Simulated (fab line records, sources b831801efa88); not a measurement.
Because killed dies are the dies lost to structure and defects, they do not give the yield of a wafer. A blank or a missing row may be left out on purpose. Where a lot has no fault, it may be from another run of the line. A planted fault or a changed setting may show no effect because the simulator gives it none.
fab line records	flow gf180mcu
[record] lots = 5	wafers = 15	lastDay = 34
route steps=602 shown SAB@276 SALICIDE@278
lots that met no fault: taken from a fault-free run of the same line
startH: hours from the record's opening day to when the first of the lot's shown wafers began	waitH: hours elapsed since this lot's preceding step	" the same as in the row above	L1.1+2: a row that stands for several wafers	- no value, or no start was given	* or withheld: withheld	< > ~ a bound
route shown NAME@n: NAME is a module with steps in the file, n the number in the route of the first one	usual: mean and standard deviation over wafers with no fault	same: alike in all rows	chamber/n: place in a boat	sites: readings site by site	_std_site: standard deviation of those values	_edge_site: the outer-site mean with the inner-site mean subtracted	radiusMm: how far each site lies from the wafer's centre	mask NAME#n: copy n	behind: the most recent tool/chamber to have shaped the wafer	hold: what put the lot on hold/how long, in hours/how the hold closed	device: which transistor (n, p or np) failed to switch	end of line: tests of these same wafers at the route's end	step lacking rows: just its recipe	killed: the dies lost at the first sort to structure and to defects; this is not the yield of the wafer	map: shows each die of a wafer: x if killed, . if not, _ if none is there
set.NAME: the setting as run; set.NAME@STEP: as run at that earlier step	model.NAME: the simulator's own value behind a step, which no gauge read
lots seen at some steps along the route; tables by step, rows by wafer
services: a tool's chamber out of use, with start hour (startH, from the record's first day; less than 0 if before it), hours out, and reason
[[steps]]
[step GF_SAB_WET_ETCH_12]
[recipe] chemistry = dHF	targetDepthNm = 22	dry = n2Spin	target = SiO2	tempC = 25	dilution = 100:1	timeS = 440
lot.wafer	tool	chamber	startH	waitH
L076.1+3+4	wetBench-02	1	355.57	0.0
L082.4+5+6	wetBench-01	0	409.50	0.0
L083.2+5+6	wetBench-04	2	412.24	0.0
L091.2+4+5	wetBench-01	1	483.05	0.0
L095.1+2+3	wetBench-02	0	514.31	0.0
[step GF_SAB_STRIP_13]
[recipe] chemistry = O2/N2	powerW = 1400	pressureMtorr = 1500	platenTempC = 250	o2FlowSccm = 3000	n2FlowSccm = 300	overashFraction = 0.5
[usual] drypumpMotorCurrentA = 6.0/0.31	heaterPowerW = 308/28	oesProductAu = 0.710/0.0042	stripTimeToEndpointS = 12.60/0.033
lot.wafer	tool	chamber	startH	waitH	drypumpMotorCurrentA	heaterPowerW	oesProductAu	rfHoursCounterH	stripTimeToEndpointS
L076.1	plasmaAsher-01	1	355.72	0.0	5.9	298	0.713	72	12.64
L076.3	"	1	"	"	5.9	289	0.709	-	12.64
L076.4	"	0	"	"	6.2	325	0.712	-	12.64
L082.4	plasmaAsher-03	1	409.67	0.0	5.7	329	0.719	-	12.59
L082.5	"	1	"	"	5.7	331	0.705	-	12.60
L082.6	"	0	"	"	6.2	265	0.717	-	12.59
L083.2	plasmaAsher-01	0	412.37	0.0	6.2	325	0.711	78	12.65
L083.5	"	0	"	"	6.2	329	0.708	-	12.63
L083.6	"	1	"	"	5.9	296	0.711	-	12.62
L091.2	plasmaAsher-01	0	483.31	0.0	6.2	319	0.707	5	12.64
L091.4	"	1	"	"	5.9	290	0.716	-	12.61
L091.5	"	1	"	"	5.9	302	0.706	-	12.63
L095.1	plasmaAsher-03	0	514.46	0.0	6.2	260	0.705	41	12.62
L095.2	"	1	"	"	5.7	318	0.713	41	12.64
L095.3	"	1	"	"	5.7	327	0.708	-	12.63
[step GF_SALICIDE_CLEAN_00]
[recipe] chemistry = SC1/SC2	mix = 1:4:20	tempC = 70	timeS = 150
lot.wafer	tool	chamber	startH	waitH
L076.1+3+4	wetBench-04	0	355.82	0.1
L082.4+5+6	wetBench-03	3	409.73	0.0
L083.2+5+6	wetBench-03	0	412.47	0.1
L091.2+4+5	wetBench-04	2	483.41	0.1
L095.1+2+3	wetBench-04	3	514.56	0.1
[step GF_SALICIDE_WET_ETCH_01]
[recipe] chemistry = dHF	targetDepthNm = 5	dry = ipaMarangoni	target = SiO2	tempC = 25	dilution = 100:1	timeS = 100
lot.wafer	tool	chamber	startH	waitH
L076.1+3+4	wetBench-03	2	355.87	0.0
L082.4+5+6	wetBench-02	0	409.78	0.0
L083.2+5+6	wetBench-04	3	412.52	0.0
L091.2+4+5	wetBench-02	0	483.47	0.0
L095.1+2+3	wetBench-02	1	514.61	0.0
[step GF_SALICIDE_SPUTTER_02]
[recipe] material = Co	targetThkNm = 10	powerW = 1000	timeS = 20	chamberPressurePa = 0.4
[usual] throttleValvePct = 30.0/0.58
lot.wafer	tool	chamber	startH	waitH	throttleValvePct
L076.1	pvdSputter-04	-	355.91	0.0	29.8
L076.3	"	-	"	"	30.1
L076.4	"	-	"	"	30.1
L082.4	pvdSputter-01	-	409.83	0.0	29.8
L082.5	"	-	"	"	30.6
L082.6	"	-	"	"	29.7
L083.2	pvdSputter-02	-	412.55	0.0	29.1
L083.5	"	-	"	"	30.8
L083.6	"	-	"	"	29.1
L091.2	pvdSputter-01	-	483.51	0.0	29.7
L091.4	"	-	"	"	30.5
L091.5	"	-	"	"	29.2
L095.1	pvdSputter-01	-	514.65	0.0	30.1
L095.2	"	-	"	"	29.0
L095.3	"	-	"	"	29.9
[step GF_SALICIDE_SPUTTER_03]
[recipe] material = TiN	targetThkNm = 20	powerW = 6500	timeS = 16.4	chamberPressurePa = 0.4
[usual] throttleValvePct = 30.0/0.57
lot.wafer	tool	chamber	startH	waitH	throttleValvePct
L076.1	pvdSputter-04	-	355.93	0.0	29.6
L076.3	"	-	"	"	30.0
L076.4	"	-	"	"	30.3
L082.4	pvdSputter-01	-	409.86	0.0	30.0
L082.5	"	-	"	"	30.5
L082.6	"	-	"	"	29.8
L083.2	pvdSputter-02	-	412.58	0.0	28.9
L083.5	"	-	"	"	30.9
L083.6	"	-	"	"	29.2
L091.2	pvdSputter-01	-	483.54	0.0	29.7
L091.4	"	-	"	"	30.4
L091.5	"	-	"	"	29.1
L095.1	pvdSputter-01	-	514.67	0.0	30.2
L095.2	"	-	"	"	29.1
L095.3	"	-	"	"	29.7
[step GF_SALICIDE_RS_MEAS_04]
[recipe] thkMeasGauge = four-point-probe	reads = TiN_of_SALICIDE_SPUTTER_03+Co_of_SALICIDE_SPUTTER_02
[usual] SALICIDE_TIN_RS = 16.4/0.41
lot.wafer	tool	chamber	startH	waitH	SALICIDE_TIN_RS[ohm/sq]
L076.1	filmMetro-04	-	355.96	0.0	16.1
L076.3	"	-	"	"	16.2
L076.4	"	-	"	"	17.0
L082.4	filmMetro-01	-	409.93	0.1	15.8
L082.5	"	-	"	"	16.0
L082.6	"	-	"	"	16.2
L083.2	filmMetro-04	-	412.63	0.0	17.1
L083.5	"	-	"	"	17.2
L083.6	"	-	"	"	17.1
L091.2	filmMetro-02	-	483.59	0.0	16.4
L091.4	"	-	"	"	16.3
L091.5	"	-	"	"	16.0
L095.1	filmMetro-01	-	514.72	0.0	16.3
L095.2	"	-	"	"	15.9
L095.3	"	-	"	"	15.9
[step GF_SALICIDE_THK_MEAS_05]
[recipe] thkMeasGauge = xrf	reads = TiN_of_SALICIDE_SPUTTER_03
[usual] SALICIDE_TIN_THK = 19.45/0.29
lot.wafer	tool	chamber	startH	waitH	SALICIDE_TIN_THK[nm]
L076.1	filmMetro-04	-	356.08	0.1	19.39
L076.3	"	-	"	"	19.53
L076.4	"	-	"	"	19.42
L082.4	filmMetro-01	-	410.02	0.1	19.13
L082.5	"	-	"	"	19.39
L082.6	"	-	"	"	19.29
L083.2	filmMetro-04	-	412.74	0.1	19.49
L083.5	"	-	"	"	19.51
L083.6	"	-	"	"	19.23
L091.2	filmMetro-02	-	483.70	0.1	19.37
L091.4	"	-	"	"	19.58
L091.5	"	-	"	"	19.42
L095.1	filmMetro-01	-	514.84	0.1	19.24
L095.2	"	-	"	"	19.15
L095.3	"	-	"	"	19.05
[step GF_SALICIDE_RTA_06]
[recipe] tempC = 530	timeS = 30	ambient = N2
[usual] lampPowerPct = 6.6/0.42	wafer_temp_C_max = 533.2/0.62
lot.wafer	tool	chamber	startH	waitH	lampPowerPct	wafer_temp_C_max
L076.1	rtpAnneal-01	0	356.14	0.1	6.3	532.4
L076.3	"	0	"	"	6.3	532.7
L076.4	"	0	"	"	6.3	532.4
L082.4	rtpAnneal-02	0	410.10	0.1	7.1	533.0
L082.5	"	0	"	"	7.1	533.9
L082.6	"	0	"	"	7.1	532.8
L083.2	rtpAnneal-01	0	412.80	0.1	6.3	534.3
L083.5	"	0	"	"	6.3	532.2
L083.6	"	0	"	"	6.3	532.8
L091.2	rtpAnneal-01	0	483.77	0.1	6.3	533.4
L091.4	"	0	"	"	6.3	533.6
L091.5	"	0	"	"	6.3	533.0
L095.1	rtpAnneal-02	0	514.90	0.1	7.1	533.2
L095.2	"	0	"	"	7.1	532.6
L095.3	"	0	"	"	7.1	533.6
[step GF_SALICIDE_WET_ETCH_07]
[recipe] chemistry = SPM	targetDepthNm = 120	dry = n2Spin
lot.wafer	tool	chamber	startH	waitH
L076.1+3+4	wetBench-04	3	356.24	0.1
L082.4+5+6	wetBench-03	0	410.15	0.0
L083.2+5+6	wetBench-04	3	412.89	0.1
L091.2+4+5	wetBench-02	1	483.85	0.1
L095.1+2+3	wetBench-03	1	515.00	0.1
[[services]]
tool	chamber	startH	hours	kind
plasmaAsher-03	-	341.69	1.2	repair
wetBench-04	-	345.92	4.1	repair
rtpAnneal-02	-	352.79	8.0	repair
pvdSputter-04	-	367.59	1.8	repair
pvdSputter-04	-	373.11	1.0	repair
plasmaAsher-01	-	388.88	2.8	pm
pvdSputter-02	-	393.13	2.4	repair
pvdSputter-01	0	399.52	-	consumableReplace:kit
pvdSputter-01	0	399.52	18.0	scheduledDown
pvdSputter-01	0	399.52	18.0	ventCycle
wetBench-01	-	414.76	6.2	repair
plasmaAsher-01	-	421.25	9.0	pm
plasmaAsher-01	0	421.25	17.1	ventCycle
plasmaAsher-01	1	421.25	17.1	ventCycle
plasmaAsher-01	-	421.36	1.3	repair
plasmaAsher-01	-	426.72	11.7	repair
plasmaAsher-01	0	430.25	-	clean
plasmaAsher-01	1	430.25	-	clean
plasmaAsher-01	-	440.83	0.7	repair
pvdSputter-02	0	455.09	-	consumableReplace:kit
pvdSputter-02	0	455.09	18.0	scheduledDown
plasmaAsher-03	-	458.81	2.8	pm
wetBench-03	-	480.22	3.1	repair
pvdSputter-01	-	490.10	2.8	repair
[[key]]
fault none
